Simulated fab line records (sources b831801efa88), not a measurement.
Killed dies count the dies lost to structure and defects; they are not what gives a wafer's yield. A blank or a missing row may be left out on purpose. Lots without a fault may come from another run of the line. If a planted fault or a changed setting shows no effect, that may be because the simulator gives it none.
fab line records / flow gf180mcu
record: lots: 6 wafers: 18 last-day: 35
route steps=602 shown V4@490 MIM@503
lots that met no fault: taken from a fault-free run of the same line
start-h: hours from the record's opening day to when the first of the lot's shown wafers began / wait-h: how many hours have passed since the lot's step before this one / " repeats the value in the row above / L1.1+2: a single row standing in for several wafers / - either no value or no given start / * or withheld: withheld / < > ~ a bound
route shown NAME@n: names a module that has steps shown in the file, with the first one's number in the route / usual: average and standard deviation across the fault-free wafers / same: alike in all rows / chamber/n: place in a boat / sites: the reading at each site / _std_site: their standard deviation / _edge_site: inner sites' mean taken away from outer sites' mean / radius-mm: how far each site lies from the wafer's centre / mask NAME#n: copy n / behind: tool/chamber where the wafer was last shaped / hold: why the lot went on hold/how many hours it stayed there/how the hold came to an end / device: transistor that didn't switch, given as n, p or np / end of line: the same wafers' tests at the end of the route / for a step that has no rows: nothing shown but its recipe / killed: the dies lost at the first sort to structure and to defects; this is not the yield of the wafer / map: a wafer's dies, marking killed ones x, the rest . and places with no die _
set.NAME: the setting that was run; set.NAME@STEP: the one run at that earlier step / model.NAME: the simulator's own value behind a step, which no gauge read
lots seen at some steps along the route; tables by step, rows by wafer
services: from which hour (start-h, from the record's first day; less than 0 if before it) a tool's chamber was out of use, for how many hours, and why
== steps ==
step: GF_V4_CD_MEAS_14
recipe: target-cd-nm: 260
usual: cd-nm: 259.9/1.1
lot.wafer=L292.1 tool=cd-sem-02 chamber=- start-h=581.31 wait-h=0.1 cd-nm=261.4
lot.wafer=L292.2 tool=cd-sem-02 chamber=- start-h=581.31 wait-h=0.1 cd-nm=260.8
lot.wafer=L292.5 tool=cd-sem-02 chamber=- start-h=581.31 wait-h=0.1 cd-nm=260.9
lot.wafer=L296.2 tool=cd-sem-01 chamber=- start-h=617.90 wait-h=0.1 cd-nm=260.3
lot.wafer=L296.3 tool=cd-sem-01 chamber=- start-h=617.90 wait-h=0.1 cd-nm=260.5
lot.wafer=L296.4 tool=cd-sem-01 chamber=- start-h=617.90 wait-h=0.1 cd-nm=260.1
lot.wafer=L309.2 tool=cd-sem-01 chamber=- start-h=707.53 wait-h=0.1 cd-nm=259.5
lot.wafer=L309.3 tool=cd-sem-01 chamber=- start-h=707.53 wait-h=0.1 cd-nm=259.3
lot.wafer=L309.6 tool=cd-sem-01 chamber=- start-h=707.53 wait-h=0.1 cd-nm=259.1
lot.wafer=L310.1 tool=cd-sem-02 chamber=- start-h=711.76 wait-h=0.1 cd-nm=259.2
lot.wafer=L310.2 tool=cd-sem-02 chamber=- start-h=711.76 wait-h=0.1 cd-nm=257.6
lot.wafer=L310.6 tool=cd-sem-02 chamber=- start-h=711.76 wait-h=0.1 cd-nm=257.9
lot.wafer=L312.4 tool=cd-sem-02 chamber=- start-h=724.59 wait-h=0.1 cd-nm=258.4
lot.wafer=L312.5 tool=cd-sem-02 chamber=- start-h=724.59 wait-h=0.1 cd-nm=259.4
lot.wafer=L312.6 tool=cd-sem-02 chamber=- start-h=724.59 wait-h=0.1 cd-nm=260.3
lot.wafer=L315.1 tool=cd-sem-02 chamber=- start-h=743.90 wait-h=0.1 cd-nm=258.0
lot.wafer=L315.2 tool=cd-sem-02 chamber=- start-h=743.90 wait-h=0.1 cd-nm=258.8
lot.wafer=L315.3 tool=cd-sem-02 chamber=- start-h=743.90 wait-h=0.1 cd-nm=257.0
step: GF_V4_OVL_MEAS_15
usual: V4_OVL: 1/4.9
lot.wafer=L292.1 tool=overlay-02 chamber=- start-h=581.43 wait-h=0.1 V4_OVL[nm]=10
lot.wafer=L292.2 tool=overlay-02 chamber=- start-h=581.43 wait-h=0.1 V4_OVL[nm]=9
lot.wafer=L292.5 tool=overlay-02 chamber=- start-h=581.43 wait-h=0.1 V4_OVL[nm]=7
lot.wafer=L296.2 tool=overlay-01 chamber=- start-h=618.01 wait-h=0.1 V4_OVL[nm]=-5
lot.wafer=L296.3 tool=overlay-01 chamber=- start-h=618.01 wait-h=0.1 V4_OVL[nm]=-1
lot.wafer=L296.4 tool=overlay-01 chamber=- start-h=618.01 wait-h=0.1 V4_OVL[nm]=-6
lot.wafer=L309.2 tool=overlay-02 chamber=- start-h=707.64 wait-h=0.1 V4_OVL[nm]=8
lot.wafer=L309.3 tool=overlay-02 chamber=- start-h=707.64 wait-h=0.1 V4_OVL[nm]=9
lot.wafer=L309.6 tool=overlay-02 chamber=- start-h=707.64 wait-h=0.1 V4_OVL[nm]=6
lot.wafer=L310.1 tool=overlay-01 chamber=- start-h=711.88 wait-h=0.1 V4_OVL[nm]=-2
lot.wafer=L310.2 tool=overlay-01 chamber=- start-h=711.88 wait-h=0.1 V4_OVL[nm]=1
lot.wafer=L310.6 tool=overlay-01 chamber=- start-h=711.88 wait-h=0.1 V4_OVL[nm]=-4
lot.wafer=L312.4 tool=overlay-02 chamber=- start-h=724.67 wait-h=0.1 V4_OVL[nm]=3
lot.wafer=L312.5 tool=overlay-02 chamber=- start-h=724.67 wait-h=0.1 V4_OVL[nm]=4
lot.wafer=L312.6 tool=overlay-02 chamber=- start-h=724.67 wait-h=0.1 V4_OVL[nm]=1
lot.wafer=L315.1 tool=overlay-02 chamber=- start-h=744.02 wait-h=0.1 V4_OVL[nm]=12
lot.wafer=L315.2 tool=overlay-02 chamber=- start-h=744.02 wait-h=0.1 V4_OVL[nm]=1
lot.wafer=L315.3 tool=overlay-02 chamber=- start-h=744.02 wait-h=0.1 V4_OVL[nm]=1
step: GF_V4_ETCH_16
recipe: chemistry: N2/H2 target-depth-a: withheld overetch-a: withheld time-s: withheld target: BARC ion-energy-ev: 200 source-w: 500 bias-w: 100 pressure-mtorr: 30 n2-flow-sccm: 100 h2-flow-sccm: 200
usual: drypump-motor-current-A: 6.0/0.48 oes-product-au: 0.856/0.0052 throttle-valve-pct: 13.224/0.0087
lot.wafer=L292.1 tool=rie-diel-03 chamber=3 start-h=581.47 wait-h=0.0 drypump-motor-current-A=6.6 oes-product-au=0.851 throttle-valve-pct=13.203
lot.wafer=L292.2 tool=rie-diel-03 chamber=2 start-h=581.47 wait-h=0.0 drypump-motor-current-A=6.4 oes-product-au=0.856 throttle-valve-pct=13.231
lot.wafer=L292.5 tool=rie-diel-03 chamber=2 start-h=581.47 wait-h=0.0 drypump-motor-current-A=6.5 oes-product-au=0.856 throttle-valve-pct=13.210
lot.wafer=L296.2 tool=rie-diel-03 chamber=1 start-h=618.04 wait-h=0.0 drypump-motor-current-A=5.6 oes-product-au=0.852 throttle-valve-pct=13.221
lot.wafer=L296.3 tool=rie-diel-03 chamber=0 start-h=618.04 wait-h=0.0 drypump-motor-current-A=6.6 oes-product-au=0.857 throttle-valve-pct=13.221
lot.wafer=L296.4 tool=rie-diel-03 chamber=2 start-h=618.04 wait-h=0.0 drypump-motor-current-A=6.5 oes-product-au=0.859 throttle-valve-pct=13.235
lot.wafer=L309.2 tool=rie-diel-03 chamber=2 start-h=707.67 wait-h=0.0 drypump-motor-current-A=6.5 oes-product-au=0.858 throttle-valve-pct=13.238
lot.wafer=L309.3 tool=rie-diel-03 chamber=3 start-h=707.67 wait-h=0.0 drypump-motor-current-A=6.6 oes-product-au=0.854 throttle-valve-pct=13.231
lot.wafer=L309.6 tool=rie-diel-03 chamber=0 start-h=707.67 wait-h=0.0 drypump-motor-current-A=6.6 oes-product-au=0.854 throttle-valve-pct=13.226
lot.wafer=L310.1 tool=rie-diel-04 chamber=1 start-h=711.92 wait-h=0.0 drypump-motor-current-A=5.2 oes-product-au=0.851 throttle-valve-pct=13.223
lot.wafer=L310.2 tool=rie-diel-04 chamber=3 start-h=711.92 wait-h=0.0 drypump-motor-current-A=6.3 oes-product-au=0.849 throttle-valve-pct=13.240
lot.wafer=L310.6 tool=rie-diel-04 chamber=2 start-h=711.92 wait-h=0.0 drypump-motor-current-A=6.1 oes-product-au=0.858 throttle-valve-pct=13.230
lot.wafer=L312.4 tool=rie-diel-04 chamber=3 start-h=724.68 wait-h=0.0 drypump-motor-current-A=6.3 oes-product-au=0.857 throttle-valve-pct=13.204
lot.wafer=L312.5 tool=rie-diel-04 chamber=2 start-h=724.68 wait-h=0.0 drypump-motor-current-A=6.0 oes-product-au=0.857 throttle-valve-pct=13.242
lot.wafer=L312.6 tool=rie-diel-04 chamber=3 start-h=724.68 wait-h=0.0 drypump-motor-current-A=6.3 oes-product-au=0.857 throttle-valve-pct=13.243
lot.wafer=L315.1 tool=rie-diel-02 chamber=3 start-h=744.05 wait-h=0.0 drypump-motor-current-A=6.1 oes-product-au=0.855 throttle-valve-pct=13.229
lot.wafer=L315.2 tool=rie-diel-02 chamber=2 start-h=744.05 wait-h=0.0 drypump-motor-current-A=6.2 oes-product-au=0.856 throttle-valve-pct=13.223
lot.wafer=L315.3 tool=rie-diel-02 chamber=0 start-h=744.05 wait-h=0.0 drypump-motor-current-A=5.9 oes-product-au=0.851 throttle-valve-pct=13.228
step: GF_V4_ETCH_17
recipe: chemistry: C4F8/O2/Ar mask-material: KrF target: SiO2 stop-on: TiN source-w: 1500 bias-w: 1200 pressure-mtorr: 40 c4f8-flow-sccm: withheld O2_flow_sccm: 6 Ar_flow_sccm: 300 time-s: withheld target-depth-a: 6300
usual: oes-product-au: 0.852/0.0051
lot.wafer=L292.1 tool=rie-diel-03 chamber=3 start-h=- wait-h=- oes-product-au=0.852
lot.wafer=L292.2 tool=rie-diel-03 chamber=2 start-h=- wait-h=- oes-product-au=0.847
lot.wafer=L292.5 tool=rie-diel-03 chamber=2 start-h=- wait-h=- oes-product-au=0.848
lot.wafer=L296.2 tool=rie-diel-03 chamber=1 start-h=- wait-h=- oes-product-au=0.853
lot.wafer=L296.3 tool=rie-diel-03 chamber=0 start-h=- wait-h=- oes-product-au=0.856
lot.wafer=L296.4 tool=rie-diel-03 chamber=2 start-h=- wait-h=- oes-product-au=0.854
lot.wafer=L309.2 tool=rie-diel-03 chamber=2 start-h=- wait-h=- oes-product-au=0.856
lot.wafer=L309.3 tool=rie-diel-03 chamber=3 start-h=- wait-h=- oes-product-au=0.862
lot.wafer=L309.6 tool=rie-diel-03 chamber=0 start-h=- wait-h=- oes-product-au=0.851
lot.wafer=L310.1 tool=rie-diel-04 chamber=1 start-h=- wait-h=- oes-product-au=0.857
lot.wafer=L310.2 tool=rie-diel-04 chamber=3 start-h=- wait-h=- oes-product-au=0.852
lot.wafer=L310.6 tool=rie-diel-04 chamber=2 start-h=- wait-h=- oes-product-au=0.856
lot.wafer=L312.4 tool=rie-diel-04 chamber=3 start-h=- wait-h=- oes-product-au=0.847
lot.wafer=L312.5 tool=rie-diel-04 chamber=2 start-h=- wait-h=- oes-product-au=0.840
lot.wafer=L312.6 tool=rie-diel-04 chamber=3 start-h=- wait-h=- oes-product-au=0.855
lot.wafer=L315.1 tool=rie-diel-02 chamber=3 start-h=- wait-h=- oes-product-au=0.861
lot.wafer=L315.2 tool=rie-diel-02 chamber=2 start-h=- wait-h=- oes-product-au=0.855
lot.wafer=L315.3 tool=rie-diel-02 chamber=0 start-h=- wait-h=- oes-product-au=0.842
step: GF_V4_STRIP_18
recipe: chemistry: O2/N2 power-w: 1400 pressure-mtorr: 1500 platen-temp-c: 250 o2-flow-sccm: 3000 n2-flow-sccm: 300 overash-fraction: 0.5
step: GF_V4_STRIP_19
recipe: chemistry: post-etch-residue-remover time-s: 1200 temp-c: 72.5
step: GF_V4_CLEAN_20
recipe: chemistry: DIW dry: n2-spin
step: GF_V4_SPUTTER_21
recipe: material: Ti target-thk-nm: 15 chamber-pressure-pa: 5 power-w: 2500 substrate-temp-c: 200 time-s: 80.02
usual: throttle-valve-pct: 30.4/0.91
lot.wafer=L292.1 tool=pvd-sputter-01 chamber=- start-h=582.17 wait-h=0.0 throttle-valve-pct=30.6
lot.wafer=L292.2 tool=pvd-sputter-01 chamber=- start-h=582.17 wait-h=0.0 throttle-valve-pct=31.5
lot.wafer=L292.5 tool=pvd-sputter-01 chamber=- start-h=582.17 wait-h=0.0 throttle-valve-pct=30.7
lot.wafer=L296.2 tool=pvd-sputter-03 chamber=- start-h=618.70 wait-h=0.0 throttle-valve-pct=28.9
lot.wafer=L296.3 tool=pvd-sputter-03 chamber=- start-h=618.70 wait-h=0.0 throttle-valve-pct=28.4
lot.wafer=L296.4 tool=pvd-sputter-03 chamber=- start-h=618.70 wait-h=0.0 throttle-valve-pct=28.7
lot.wafer=L309.2 tool=pvd-sputter-02 chamber=- start-h=708.34 wait-h=0.0 throttle-valve-pct=30.7
lot.wafer=L309.3 tool=pvd-sputter-02 chamber=- start-h=708.34 wait-h=0.0 throttle-valve-pct=30.1
lot.wafer=L309.6 tool=pvd-sputter-02 chamber=- start-h=708.34 wait-h=0.0 throttle-valve-pct=29.8
lot.wafer=L310.1 tool=pvd-sputter-01 chamber=- start-h=712.62 wait-h=0.0 throttle-valve-pct=30.4
lot.wafer=L310.2 tool=pvd-sputter-01 chamber=- start-h=712.62 wait-h=0.0 throttle-valve-pct=31.3
lot.wafer=L310.6 tool=pvd-sputter-01 chamber=- start-h=712.62 wait-h=0.0 throttle-valve-pct=30.5
lot.wafer=L312.4 tool=pvd-sputter-01 chamber=- start-h=725.41 wait-h=0.0 throttle-valve-pct=30.3
lot.wafer=L312.5 tool=pvd-sputter-01 chamber=- start-h=725.41 wait-h=0.0 throttle-valve-pct=31.6
lot.wafer=L312.6 tool=pvd-sputter-01 chamber=- start-h=725.41 wait-h=0.0 throttle-valve-pct=31.7
lot.wafer=L315.1 tool=pvd-sputter-03 chamber=- start-h=744.73 wait-h=0.0 throttle-valve-pct=28.5
lot.wafer=L315.2 tool=pvd-sputter-03 chamber=- start-h=744.73 wait-h=0.0 throttle-valve-pct=28.6
lot.wafer=L315.3 tool=pvd-sputter-03 chamber=- start-h=744.73 wait-h=0.0 throttle-valve-pct=29.1
step: GF_V4_SPUTTER_22
recipe: material: TiN target-thk-nm: 10 chamber-pressure-pa: 5 power-w: 4000 time-s: 40
usual: throttle-valve-pct: 30.4/0.93
lot.wafer=L292.1 tool=pvd-sputter-01 chamber=- start-h=582.23 wait-h=0.0 throttle-valve-pct=30.8
lot.wafer=L292.2 tool=pvd-sputter-01 chamber=- start-h=582.23 wait-h=0.0 throttle-valve-pct=31.2
lot.wafer=L292.5 tool=pvd-sputter-01 chamber=- start-h=582.23 wait-h=0.0 throttle-valve-pct=30.4
lot.wafer=L296.2 tool=pvd-sputter-03 chamber=- start-h=618.76 wait-h=0.0 throttle-valve-pct=29.0
lot.wafer=L296.3 tool=pvd-sputter-03 chamber=- start-h=618.76 wait-h=0.0 throttle-valve-pct=28.5
lot.wafer=L296.4 tool=pvd-sputter-03 chamber=- start-h=618.76 wait-h=0.0 throttle-valve-pct=29.0
lot.wafer=L309.2 tool=pvd-sputter-02 chamber=- start-h=708.40 wait-h=0.0 throttle-valve-pct=30.6
lot.wafer=L309.3 tool=pvd-sputter-02 chamber=- start-h=708.40 wait-h=0.0 throttle-valve-pct=29.9
lot.wafer=L309.6 tool=pvd-sputter-02 chamber=- start-h=708.40 wait-h=0.0 throttle-valve-pct=29.9
lot.wafer=L310.1 tool=pvd-sputter-01 chamber=- start-h=712.68 wait-h=0.0 throttle-valve-pct=30.4
lot.wafer=L310.2 tool=pvd-sputter-01 chamber=- start-h=712.68 wait-h=0.0 throttle-valve-pct=31.3
lot.wafer=L310.6 tool=pvd-sputter-01 chamber=- start-h=712.68 wait-h=0.0 throttle-valve-pct=30.5
lot.wafer=L312.4 tool=pvd-sputter-01 chamber=- start-h=725.47 wait-h=0.0 throttle-valve-pct=30.4
lot.wafer=L312.5 tool=pvd-sputter-01 chamber=- start-h=725.47 wait-h=0.0 throttle-valve-pct=31.4
lot.wafer=L312.6 tool=pvd-sputter-01 chamber=- start-h=725.47 wait-h=0.0 throttle-valve-pct=31.7
lot.wafer=L315.1 tool=pvd-sputter-03 chamber=- start-h=744.79 wait-h=0.0 throttle-valve-pct=28.7
lot.wafer=L315.2 tool=pvd-sputter-03 chamber=- start-h=744.79 wait-h=0.0 throttle-valve-pct=28.5
lot.wafer=L315.3 tool=pvd-sputter-03 chamber=- start-h=744.79 wait-h=0.0 throttle-valve-pct=29.2
step: GF_V4_CVD_23
recipe: material: W target-thk-nm: 350 time-s: 104.9 temp-c: 400 pressure-torr: 40
step: GF_V4_RS_MEAS_24
recipe: thk-meas-gauge: four-point-probe reads: W_of_V4_CVD_23+TiN_of_V4_SPUTTER_22+Ti_of_V4_SPUTTER_21
usual: V4_W_RS: 0.330/0.0035
lot.wafer=L292.1 tool=film-metro-01 chamber=- start-h=582.38 wait-h=0.1 V4_W_RS[ohm/sq]=0.330
lot.wafer=L292.2 tool=film-metro-01 chamber=- start-h=582.38 wait-h=0.1 V4_W_RS[ohm/sq]=0.326
lot.wafer=L292.5 tool=film-metro-01 chamber=- start-h=582.38 wait-h=0.1 V4_W_RS[ohm/sq]=0.328
lot.wafer=L296.2 tool=film-metro-02 chamber=- start-h=618.93 wait-h=0.1 V4_W_RS[ohm/sq]=0.329
lot.wafer=L296.3 tool=film-metro-02 chamber=- start-h=618.93 wait-h=0.1 V4_W_RS[ohm/sq]=0.330
lot.wafer=L296.4 tool=film-metro-02 chamber=- start-h=618.93 wait-h=0.1 V4_W_RS[ohm/sq]=0.332
lot.wafer=L309.2 tool=film-metro-02 chamber=- start-h=708.57 wait-h=0.1 V4_W_RS[ohm/sq]=0.331
lot.wafer=L309.3 tool=film-metro-02 chamber=- start-h=708.57 wait-h=0.1 V4_W_RS[ohm/sq]=0.330
lot.wafer=L309.6 tool=film-metro-02 chamber=- start-h=708.57 wait-h=0.1 V4_W_RS[ohm/sq]=0.332
lot.wafer=L310.1 tool=film-metro-01 chamber=- start-h=712.83 wait-h=0.1 V4_W_RS[ohm/sq]=0.328
lot.wafer=L310.2 tool=film-metro-01 chamber=- start-h=712.83 wait-h=0.1 V4_W_RS[ohm/sq]=0.329
lot.wafer=L310.6 tool=film-metro-01 chamber=- start-h=712.83 wait-h=0.1 V4_W_RS[ohm/sq]=0.324
lot.wafer=L312.4 tool=film-metro-02 chamber=- start-h=725.68 wait-h=0.1 V4_W_RS[ohm/sq]=0.326
lot.wafer=L312.5 tool=film-metro-02 chamber=- start-h=725.68 wait-h=0.1 V4_W_RS[ohm/sq]=0.329
lot.wafer=L312.6 tool=film-metro-02 chamber=- start-h=725.68 wait-h=0.1 V4_W_RS[ohm/sq]=0.326
lot.wafer=L315.1 tool=film-metro-01 chamber=- start-h=744.95 wait-h=0.1 V4_W_RS[ohm/sq]=0.339
lot.wafer=L315.2 tool=film-metro-01 chamber=- start-h=744.95 wait-h=0.1 V4_W_RS[ohm/sq]=0.333
lot.wafer=L315.3 tool=film-metro-01 chamber=- start-h=744.95 wait-h=0.1 V4_W_RS[ohm/sq]=0.334
step: GF_V4_THK_MEAS_25
recipe: thk-meas-gauge: xrf reads: W_of_V4_CVD_23
usual: V4_W_THK: 369/4.5
lot.wafer=L292.1 tool=film-metro-01 chamber=- start-h=582.50 wait-h=0.1 V4_W_THK[nm]=370
lot.wafer=L292.2 tool=film-metro-01 chamber=- start-h=582.50 wait-h=0.1 V4_W_THK[nm]=378
lot.wafer=L292.5 tool=film-metro-01 chamber=- start-h=582.50 wait-h=0.1 V4_W_THK[nm]=374
lot.wafer=L296.2 tool=film-metro-02 chamber=- start-h=619.04 wait-h=0.1 V4_W_THK[nm]=368
lot.wafer=L296.3 tool=film-metro-02 chamber=- start-h=619.04 wait-h=0.1 V4_W_THK[nm]=368
lot.wafer=L296.4 tool=film-metro-02 chamber=- start-h=619.04 wait-h=0.1 V4_W_THK[nm]=364
lot.wafer=L309.2 tool=film-metro-02 chamber=- start-h=708.68 wait-h=0.1 V4_W_THK[nm]=370
lot.wafer=L309.3 tool=film-metro-02 chamber=- start-h=708.68 wait-h=0.1 V4_W_THK[nm]=372
lot.wafer=L309.6 tool=film-metro-02 chamber=- start-h=708.68 wait-h=0.1 V4_W_THK[nm]=369
lot.wafer=L310.1 tool=film-metro-01 chamber=- start-h=712.95 wait-h=0.1 V4_W_THK[nm]=373
lot.wafer=L310.2 tool=film-metro-01 chamber=- start-h=712.95 wait-h=0.1 V4_W_THK[nm]=371
lot.wafer=L310.6 tool=film-metro-01 chamber=- start-h=712.95 wait-h=0.1 V4_W_THK[nm]=375
lot.wafer=L312.4 tool=film-metro-02 chamber=- start-h=725.77 wait-h=0.1 V4_W_THK[nm]=370
lot.wafer=L312.5 tool=film-metro-02 chamber=- start-h=725.77 wait-h=0.1 V4_W_THK[nm]=371
lot.wafer=L312.6 tool=film-metro-02 chamber=- start-h=725.77 wait-h=0.1 V4_W_THK[nm]=375
lot.wafer=L315.1 tool=film-metro-01 chamber=- start-h=745.07 wait-h=0.1 V4_W_THK[nm]=359
lot.wafer=L315.2 tool=film-metro-01 chamber=- start-h=745.07 wait-h=0.1 V4_W_THK[nm]=367
lot.wafer=L315.3 tool=film-metro-01 chamber=- start-h=745.07 wait-h=0.1 V4_W_THK[nm]=367
step: GF_V4_CMP_26
recipe: stop-on: SiO2 down-force-psi: 3.5 platen-rpm: 60 t-overpolish-s: 15 target-thk-nm: 0 pad-velocity-m-s: 0.94248
usual: motor-current-A: 10.9/1.6 overpolish-run-s: 15.000/0.0078 time-to-endpoint-s: 84/5.1
lot.wafer=L292.2 tool=cmp-02 chamber=1 start-h=582.61 wait-h=0.1 motor-current-A=10.6 overpolish-run-s=14.996 time-to-endpoint-s=91
lot.wafer=L292.1 tool=cmp-02 chamber=2 start-h=582.61 wait-h=0.1 motor-current-A=8.6 overpolish-run-s=15.002 time-to-endpoint-s=89
lot.wafer=L292.5 tool=cmp-02 chamber=1 start-h=582.61 wait-h=0.1 motor-current-A=10.8 overpolish-run-s=15.002 time-to-endpoint-s=87
lot.wafer=L296.2 tool=cmp-01 chamber=0 start-h=619.09 wait-h=0.0 motor-current-A=9.0 overpolish-run-s=15.001 time-to-endpoint-s=80
lot.wafer=L296.4 tool=cmp-01 chamber=1 start-h=619.09 wait-h=0.0 motor-current-A=10.9 overpolish-run-s=14.999 time-to-endpoint-s=74
lot.wafer=L296.3 tool=cmp-01 chamber=3 start-h=619.09 wait-h=0.0 motor-current-A=10.1 overpolish-run-s=14.997 time-to-endpoint-s=79
lot.wafer=L309.2 tool=cmp-01 chamber=0 start-h=708.78 wait-h=0.1 motor-current-A=9.3 overpolish-run-s=14.994 time-to-endpoint-s=84
lot.wafer=L309.3 tool=cmp-01 chamber=1 start-h=708.78 wait-h=0.1 motor-current-A=11.4 overpolish-run-s=0.043 time-to-endpoint-s=130
lot.wafer=L309.6 tool=cmp-01 chamber=3 start-h=708.78 wait-h=0.1 motor-current-A=9.5 overpolish-run-s=0.042 time-to-endpoint-s=130
lot.wafer=L310.1 tool=cmp-01 chamber=3 start-h=713.01 wait-h=0.1 motor-current-A=9.6 overpolish-run-s=14.997 time-to-endpoint-s=86
lot.wafer=L310.2 tool=cmp-01 chamber=1 start-h=713.01 wait-h=0.1 motor-current-A=11.1 overpolish-run-s=14.992 time-to-endpoint-s=81
lot.wafer=L310.6 tool=cmp-01 chamber=3 start-h=713.01 wait-h=0.1 motor-current-A=9.9 overpolish-run-s=0.042 time-to-endpoint-s=133
lot.wafer=L312.4 tool=cmp-02 chamber=3 start-h=725.85 wait-h=0.1 motor-current-A=13.4 overpolish-run-s=15.009 time-to-endpoint-s=98
lot.wafer=L312.6 tool=cmp-02 chamber=2 start-h=725.85 wait-h=0.1 motor-current-A=8.6 overpolish-run-s=15.001 time-to-endpoint-s=89
lot.wafer=L312.5 tool=cmp-02 chamber=3 start-h=725.85 wait-h=0.1 motor-current-A=12.5 overpolish-run-s=14.992 time-to-endpoint-s=96
lot.wafer=L315.2 tool=cmp-02 chamber=2 start-h=745.13 wait-h=0.0 motor-current-A=8.8 overpolish-run-s=15.003 time-to-endpoint-s=90
lot.wafer=L315.1 tool=cmp-02 chamber=0 start-h=745.13 wait-h=0.0 motor-current-A=12.0 overpolish-run-s=14.994 time-to-endpoint-s=90
lot.wafer=L315.3 tool=cmp-02 chamber=1 start-h=745.13 wait-h=0.0 motor-current-A=11.0 overpolish-run-s=15.001 time-to-endpoint-s=89
step: GF_MIM_SPUTTER_00
recipe: material: Ti target-thk-nm: 37.5 arriving-ion-energy-ev: 80 substrate-temp-c: 200 chamber-pressure-pa: 2 power-w: 4000 time-s: 150
usual: throttle-valve-pct: 29.8/1
lot.wafer=L292.1 tool=pvd-sputter-03 chamber=- start-h=582.86 wait-h=0.1 throttle-valve-pct=28.7
lot.wafer=L292.2 tool=pvd-sputter-03 chamber=- start-h=582.86 wait-h=0.1 throttle-valve-pct=28.8
lot.wafer=L292.5 tool=pvd-sputter-03 chamber=- start-h=582.86 wait-h=0.1 throttle-valve-pct=29.2
lot.wafer=L296.2 tool=pvd-sputter-04 chamber=- start-h=619.39 wait-h=0.2 throttle-valve-pct=30.7
lot.wafer=L296.3 tool=pvd-sputter-04 chamber=- start-h=619.39 wait-h=0.2 throttle-valve-pct=30.2
lot.wafer=L296.4 tool=pvd-sputter-04 chamber=- start-h=619.39 wait-h=0.2 throttle-valve-pct=30.1
lot.wafer=L309.2 tool=pvd-sputter-04 chamber=- start-h=709.03 wait-h=0.2 throttle-valve-pct=28.0
lot.wafer=L310.1 tool=pvd-sputter-03 chamber=- start-h=713.31 wait-h=0.2 throttle-valve-pct=28.8
lot.wafer=L310.2 tool=pvd-sputter-03 chamber=- start-h=713.31 wait-h=0.2 throttle-valve-pct=28.8
lot.wafer=L312.4 tool=pvd-sputter-01 chamber=- start-h=726.10 wait-h=0.2 throttle-valve-pct=30.6
lot.wafer=L312.5 tool=pvd-sputter-01 chamber=- start-h=726.10 wait-h=0.2 throttle-valve-pct=30.6
lot.wafer=L312.6 tool=pvd-sputter-01 chamber=- start-h=726.10 wait-h=0.2 throttle-valve-pct=30.4
lot.wafer=L315.1 tool=pvd-sputter-04 chamber=- start-h=745.43 wait-h=0.1 throttle-valve-pct=30.1
lot.wafer=L315.2 tool=pvd-sputter-04 chamber=- start-h=745.43 wait-h=0.1 throttle-valve-pct=29.3
lot.wafer=L315.3 tool=pvd-sputter-04 chamber=- start-h=745.43 wait-h=0.1 throttle-valve-pct=30.4
== services ==
tool=cmp-01 chamber=- start-h=560.13 hours=3.6 kind=repair
tool=pvd-sputter-02 chamber=- start-h=571.25 hours=7.4 kind=repair
tool=cmp-02 chamber=- start-h=572.17 hours=4.0 kind=pm
tool=rie-diel-03 chamber=- start-h=579.65 hours=0.1 kind=repair
tool=rie-diel-02 chamber=0 start-h=587.83 hours=10.0 kind=repair
tool=rie-diel-04 chamber=1 start-h=595.56 hours=6.0 kind=repair
tool=rie-diel-04 chamber=2 start-h=600.56 hours=5.9 kind=repair
tool=cmp-02 chamber=- start-h=610.01 hours=0.2 kind=repair
tool=rie-diel-04 chamber=2 start-h=619.00 hours=15.2 kind=repair
tool=cmp-01 chamber=- start-h=621.00 hours=0.9 kind=repair
tool=cmp-02 chamber=- start-h=641.22 hours=12.4 kind=pm
tool=cmp-02 chamber=- start-h=668.84 hours=3.5 kind=pm
tool=rie-diel-04 chamber=- start-h=671.33 hours=2.6 kind=repair
tool=cmp-01 chamber=- start-h=672.35 hours=6.1 kind=pm
tool=pvd-sputter-01 chamber=- start-h=676.21 hours=3.9 kind=repair
tool=pvd-sputter-01 chamber=- start-h=677.27 hours=1.2 kind=repair
tool=pvd-sputter-03 chamber=- start-h=686.44 hours=1.1 kind=repair
tool=cmp-02 chamber=- start-h=700.25 hours=1.0 kind=repair
tool=cmp-01 chamber=- start-h=708.18 hours=0.3 kind=repair
tool=cmp-01 chamber=- start-h=709.09 hours=0.5 kind=repair
tool=cmp-01 chamber=- start-h=734.83 hours=1.0 kind=repair
tool=rie-diel-03 chamber=- start-h=736.77 hours=0.8 kind=repair
tool=cmp-01 chamber=- start-h=738.19 hours=1.2 kind=repair
tool=rie-diel-03 chamber=- start-h=745.12 hours=2.8 kind=pm
== key ==
first-sign: step: GF_V4_CMP_26 reading: overpolish-run-s direction: down sigmas: 99+ usual: 15.000 struck: 0.042
effect: step: GF_V4_CMP_26 reading: time-to-endpoint-s direction: up sigmas: 9.2 usual: * struck: *
met-at GF_V4_CMP_26
struck-wafers L309.3,L309.6,L310.6
later-rows-left-out L309.3,L309.6,L310.6
sort-left-out L309.3,L309.6,L310.6
onset-between 619.09 708.78
fault: kind: process-parameter-drift tool: cmp-01 chamber: - onset-h: 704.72 steps: GF_V4_CMP_26 channel: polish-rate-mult offset: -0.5 shape: step end-h: 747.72 scope: struck-wafers-only
sort-left-out: the simulated sort isn't trusted on such a fault, so these wafers' sort isn't shown, and their yield isn't known
later-rows-left-out: the simulator's readings of these wafers behind a module that went badly wrong aren't trusted and aren't shown, but for the sort
